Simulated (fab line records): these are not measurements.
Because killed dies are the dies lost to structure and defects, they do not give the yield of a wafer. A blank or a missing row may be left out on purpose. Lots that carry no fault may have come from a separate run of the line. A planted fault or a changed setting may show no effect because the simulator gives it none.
Comparing a struck lot with a sound one | flow sky130 | 23 steps out of a route of 708
Sound: these wafers, L191.4, L191.5, L191.6. The struck wafers were L192.2, L192.4, L192.5. The cause is given at the end.
Each step with rows lists, per side, the tool, then ch with its chambers, then its first start. Under that, the readings that differ: sound wafers | struck wafers | difference of the means | sigmas: that difference in standard deviations of wafers without a fault.
alike: readings with means less than 2 such deviations apart, plus words and numbers identical on both sides. not compared: withheld readings, readings lacking a value on some wafer, bounds such as >300 that could conceal the same value, and numbers that have no deviation in the record and whose values overlap.
Wherever a step has rows on one side only, a row that says differs or no value, or a row with sigmas, the two part there. Numbers that don't overlap but have no deviation are shown without sigmas and don't part them. A reading missing from all wafers of one side parts the sides only when that side holds two or more wafers.

SKY_METAL3_ETCH_17: etches SiO2 in C4F8/O2/Ar, stops on TiN, time 3.9 s, target depth 15 nm.
  sound on rie diel-03 ch 0,1, day 39 01:26; struck on rie diel-03 ch 1,2,3, day 39 07:08
  alike: oes product au
  not compared: rf hours counter h
SKY_METAL3_METAL_ETCH_18: etches the open film in Cl2/BCl3, stops on SiO2, target depth 845 nm, time 183.1 s.
  sound on rie metal-01 ch 0, day 39 01:37; struck on rie metal-04 ch 0, day 39 07:13
  alike: bcl3 flow sccm, drypump motor current A, oes product au, throttle valve pct
  not compared: rf hours counter h
SKY_METAL3_STRIP_19: strips in O2/N2.
  sound on plasma asher-03 ch 0,1, day 39 01:50; struck on plasma asher-03 ch 1, day 39 07:31
  alike: drypump motor current A, oes product au, strip time to endpoint s
  not compared: rf hours counter h
then, 4 steps without rows for these wafers: SKY_METAL3_STRIP_20 (strips in post etch residue remover, time 1200 s); SKY_METAL3_CLEAN_21 (cleans in IPA, time 180 s); SKY_METAL3_CLEAN_22 (cleans in O3/DIW); SKY_VIA3_HDPCVD_00 (deposits SiO2, target thk 1635 nm, time 272.5 s).
SKY_VIA3_THK_MEAS_01:
  struck on film metro-03, day 39 08:17; sound on film metro-04, day 39 02:36
  alike: VIA3_HDPCVD_THK
SKY_VIA3_CMP_02: polishes SiO2.
  sound on cmp-02 ch 0,3, day 39 02:49; struck on cmp-02 ch 0,3, day 39 08:20
  alike: motor current A, slurry flow ml min
SKY_VIA3_BOW_MEAS_03:
  struck on film metro-01, day 39 08:39; sound on film metro-04, day 39 03:10
  alike: VIA3_BOW
then, 2 steps without rows for these wafers: SKY_VIA3_DEHYDRATE_04 (time 60 s); SKY_VIA3_HMDS_05 (prime time 60 s).
SKY_VIA3_COAT_06: resist thk 60 nm.
  sound on litho track-04 ch 0, day 39 15:19; struck on litho track-04 ch 0, day 39 20:19
  reading              | sound                | struck               | difference | sigmas
  spin speed rpm (rpm) | 3000.1 2999.9 2998.7 | 3437.5 3442.0 3440.6 | +440.5     | +99 or more
then, 5 steps without rows for these wafers: SKY_VIA3_COAT_07 (resist thk 450 nm); SKY_VIA3_SOFTBAKE_08 (time 90 s); SKY_VIA3_EXPOSE_09 (exposes mask VIM3, target cd 200 nm); SKY_VIA3_PEB_10; SKY_VIA3_DEVELOP_11 (develop time 60 s).
SKY_VIA3_CD_MEAS_12: target cd 200 nm.
  struck on cd sem-01, day 40 08:58; sound on cd sem-02, day 40 04:04
  alike: cd nm
SKY_VIA3_OVL_MEAS_13:
  struck on overlay-01, day 40 09:04; sound on overlay-02, day 40 04:09
  alike: VIA3_OVL
SKY_VIA3_ETCH_14: etches BARC in N2/H2, stops on SiO2, time 45.9 s, target depth 60 nm.
  sound on rie diel-04 ch 0,3, day 40 04:10; struck on rie diel-01 ch 0,1,2, day 40 09:06
  reading                  | sound             | struck            | difference | sigmas
  oes product au (a.u.)    | 0.850 0.853 0.855 | 0.824 0.825 0.836 | -0.024     | -5
  model.etch.depth nm (nm) | 60.2 59.98 60.16  | 55.92 55.88 55.96 | -4.19      |
  alike: drypump motor current A, throttle valve pct
  not compared: rf hours counter h
SKY_VIA3_ETCH_15: etches SiO2 in C4F8/O2/Ar, stops on TiN, target depth 507 nm, time 78 s.
  sound on rie diel-04 ch 0,3, day 40 04:13; struck on rie diel-01 ch 0,1,2, day 40 09:09
  alike: oes product au
  not compared: rf hours counter h
-- the record jumps here: 6 days lie between the struck wafers' starts before and after (it left off in module VIA3 and takes up again in module PAD_OPEN, whose first step shown is number 708 of the route) --
SKY_PAD_OPEN_PROBE_99:
  the record has rows for the struck wafers here (prober-02, day 46 06:48) and none for the sound ones

WHERE THEY PART
At SKY_VIA3_COAT_06 first; at SKY_PAD_OPEN_PROBE_99 last (within this record only).

WHY: what had been put in by the simulator
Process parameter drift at SKY_VIA3_COAT_06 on litho track-04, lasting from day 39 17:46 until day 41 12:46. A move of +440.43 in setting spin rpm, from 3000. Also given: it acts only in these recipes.
